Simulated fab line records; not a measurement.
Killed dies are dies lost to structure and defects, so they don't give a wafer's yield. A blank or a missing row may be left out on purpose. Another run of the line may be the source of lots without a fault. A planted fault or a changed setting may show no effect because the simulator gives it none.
Which tool is to blame? | flow sky130 | 14 lots with 42 wafers sampled at 4 steps, on a route of 708 steps

## WHAT THE GAUGES READ, wafer by wafer
SKY_LDD_LDN_OVL_MEAS_07. Usual: LDD_LDN_OVL typically reads 0.0 nm, with standard deviation 1.4.
lot  | measured     | on         | LDD_LDN_OVL (nm) | flag
L247 | day 22 12:44 | overlay-01 | 0.9 1.1 0.0      |
L248 | day 23 01:37 | overlay-02 | 2.2 1.1 0.3      |
L250 | day 24 03:32 | overlay-02 | 0.4 0.1 1.6      |
L253 | day 25 04:44 | overlay-01 | -4.1 -2.9 -1.2   |
L254 | day 25 09:16 | overlay-02 | -3.1 0.2 -0.3    |
L255 | day 25 16:16 | overlay-01 | 0.6 1.0 0.0      |
L258 | day 27 01:27 | overlay-01 | -0.7 1.3 -0.8    |
L259 | day 27 09:49 | overlay-01 | -0.6 -0.3 -0.5   |
L260 | day 27 12:43 | overlay-01 | -1.6 -0.5 -0.1   |
L261 | day 28 04:20 | overlay-01 | 1.3 0.6 -0.4     |
L263 | day 28 23:31 | overlay-01 | -1.8 -1.1 -0.6   |
L265 | day 29 21:04 | overlay-01 | -2.5 -2.2 -2.1   |
L269 | day 30 09:37 | overlay-02 | -0.4 0.1 0.7     |
L270 | day 30 20:04 | overlay-01 | 0.8 -0.3 1.7     |

SKY_SD_P_CD_MEAS_07: target cd 380 nm. Usual: cd_nm reads 379.4 nm (standard deviation 2.4).
lot  | measured     | on        | cd_nm (nm)        | flag
L247 | day 25 03:52 | cd_sem-02 | 378.6 381.2 379.1 |
L248 | day 25 15:04 | cd_sem-01 | 378.5 378.6 381.1 |
L250 | day 26 18:45 | cd_sem-02 | 378.4 380.0 381.4 |
L253 | day 27 18:04 | cd_sem-01 | 382.0 378.3 379.7 |
L254 | day 27 22:19 | cd_sem-01 | 373.7 373.2 375.5 |
L255 | day 28 04:54 | cd_sem-01 | 380.7 381.2 381.2 |
L258 | day 29 12:56 | cd_sem-01 | 374.0 375.3 374.9 |
L259 | day 29 20:28 | cd_sem-02 | 378.7 379.0 380.7 |
L260 | day 29 23:32 | cd_sem-02 | 380.4 380.7 381.9 |
L261 | day 30 15:31 | cd_sem-02 | 377.0 377.5 379.0 |
L263 | day 31 09:13 | cd_sem-02 | 378.3 379.7 379.0 |
L265 | day 32 07:26 | cd_sem-01 | 381.7 380.5 380.0 |
L269 | day 32 19:32 | cd_sem-02 | 383.8 383.4 385.2 |
L270 | day 33 07:11 | cd_sem-01 | 383.4 381.6 382.6 |

SKY_RES_XHIGH_TW_MEAS_09. Usual: RES_XHIGH_TW typically reads 1653, with standard deviation 6.6.
lot  | measured     | on            | RES_XHIGH_TW   | flag
L247 | day 26 10:10 | film_metro-04 | 1645 1645 1652 |
L248 | day 26 21:05 | film_metro-01 | 1660 1663 1658 |
L250 | day 28 01:08 | film_metro-01 | 1645 1655 1654 |
L253 | day 28 23:08 | film_metro-04 | 1649 1645 1652 |
L254 | day 29 03:12 | film_metro-01 | 1660 1662 1661 |
L255 | day 29 09:52 | film_metro-04 | 1644 1649 1654 |
L258 | day 30 16:27 | film_metro-02 | 1669 1665 1660 |
L259 | day 30 23:55 | film_metro-01 | 1652 1639 1640 |
L260 | day 31 03:07 | film_metro-04 | 1653 1654 1653 |
L261 | day 31 20:18 | film_metro-04 | 1648 1642 1654 |
L263 | day 32 13:20 | film_metro-04 | 1657 1656 1658 |
L265 | day 33 11:17 | film_metro-04 | 1653 1651 1646 |
L269 | day 33 23:08 | film_metro-01 | 1652 1660 1648 |
L270 | day 34 10:46 | film_metro-02 | 1656 1654 1652 |

## WHAT TOOL EACH LOT RAN ON (gives the tool, then ch and the chambers of the sampled wafers, and finally the start)
lot  | SKY_RES_XHIGH_STRIP_08
L247 | plasma_asher-04 ch 0,1, day 26 10:03
L248 | plasma_asher-03 ch 1, day 26 20:59
L250 | plasma_asher-04 ch 0,1, day 28 01:02
L253 | plasma_asher-04 ch 0,1, day 28 23:02
L254 | plasma_asher-04 ch 0,1, day 29 03:06
L255 | plasma_asher-03 ch 0,1, day 29 09:46
L258 | plasma_asher-04 ch 0,1, day 30 16:22
L259 | plasma_asher-03 ch 0,1, day 30 23:49
L260 | plasma_asher-04 ch 0,1, day 31 03:00
L261 | plasma_asher-02 ch 0,1, day 31 20:12
L263 | plasma_asher-04 ch 0,1, day 32 13:14
L265 | plasma_asher-04 ch 0,1, day 33 11:10
L269 | plasma_asher-03 ch 0,1, day 33 23:02
L270 | plasma_asher-02 ch 0,1, day 34 10:39
- SKY_RES_XHIGH_STRIP_08: strips in O2/N2.

## WHAT THE TOOLS THEMSELVES READ (means of the sampled wafers that have a number; where no wafer has one, the mark that the record gives instead)
SKY_RES_XHIGH_STRIP_08. Usual: drypump_motor_current_A 5.5 A, standard deviation 0.54; oes_product_au 0.711 a.u., standard deviation 0.0037; strip_time_to_endpoint_s 14.30 s, standard deviation 0.043.
lot  | tool            | drypump_motor_current_A (A) | oes_product_au (a.u.) | strip_time_to_endpoint_s (s) | flag
L247 | plasma_asher-04 | 5.1                         | 0.712                 | 14.20                        |
L248 | plasma_asher-03 | 5.8                         | 0.710                 | 14.28                        |
L250 | plasma_asher-04 | 5.1                         | 0.710                 | 14.32                        |
L253 | plasma_asher-04 | 5.1                         | 0.711                 | 14.36                        |
L254 | plasma_asher-04 | 5.1                         | 0.709                 | 14.30                        |
L255 | plasma_asher-03 | 5.5                         | 0.709                 | 14.26                        |
L258 | plasma_asher-04 | 5.2                         | 0.708                 | 14.34                        |
L259 | plasma_asher-03 | 5.5                         | 0.708                 | 14.34                        |
L260 | plasma_asher-04 | 5.1                         | 0.710                 | 14.23                        |
L261 | plasma_asher-02 | 6.3                         | 0.712                 | 14.28                        |
L263 | plasma_asher-04 | 5.1                         | 0.671                 | 15.69                        | OFF
L265 | plasma_asher-04 | 5.1                         | 0.675                 | 15.64                        | OFF
L269 | plasma_asher-03 | 5.3                         | 0.709                 | 14.37                        |
L270 | plasma_asher-02 | 6.3                         | 0.712                 | 14.33                        |

## THE ANSWER, worked out from the rows above alone
Rule: take the mean of a lot's wafers that have a number; if it is more than 3 standard deviations from the usual mean, the lot is off. A lot without any number at a reading at which 4 lots or more have one is off too. All remaining lots with rows at the step are treated as sound. First the gauges in route order, then the tools' own readings, where a lot's mean is used as printed above. The first step at which some lot is off is used, and at that step the reading that is off furthest; a lot without a number counts as furthest.
Off: L263, L265 (SKY_RES_XHIGH_STRIP_08, strip_time_to_endpoint_s).
If a tool, at that step or one of the process steps before it, ran each lot that is off and ran no sound lot following the first of them, it fits. One fits: plasma_asher-04 at SKY_RES_XHIGH_STRIP_08. A fault onset in the window from L260 (day 31 03:00, its last sound lot) to L263 (day 32 13:14, its first lot off) fits.
The tool's own readings at SKY_RES_XHIGH_STRIP_08 bear it out: on the lots that are off they differ by more than 5 times the standard deviation of the sound lots' means. oes_product_au reads 0.673 a.u. there against 0.710 a.u. on the sound lots; strip_time_to_endpoint_s reads 15.66 s there against 14.30 s on the sound lots.

## WHAT THE SIMULATOR HAD INSERTED
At SKY_RES_XHIGH_STRIP_08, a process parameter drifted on plasma_asher-04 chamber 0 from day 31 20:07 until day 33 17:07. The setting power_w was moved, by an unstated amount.
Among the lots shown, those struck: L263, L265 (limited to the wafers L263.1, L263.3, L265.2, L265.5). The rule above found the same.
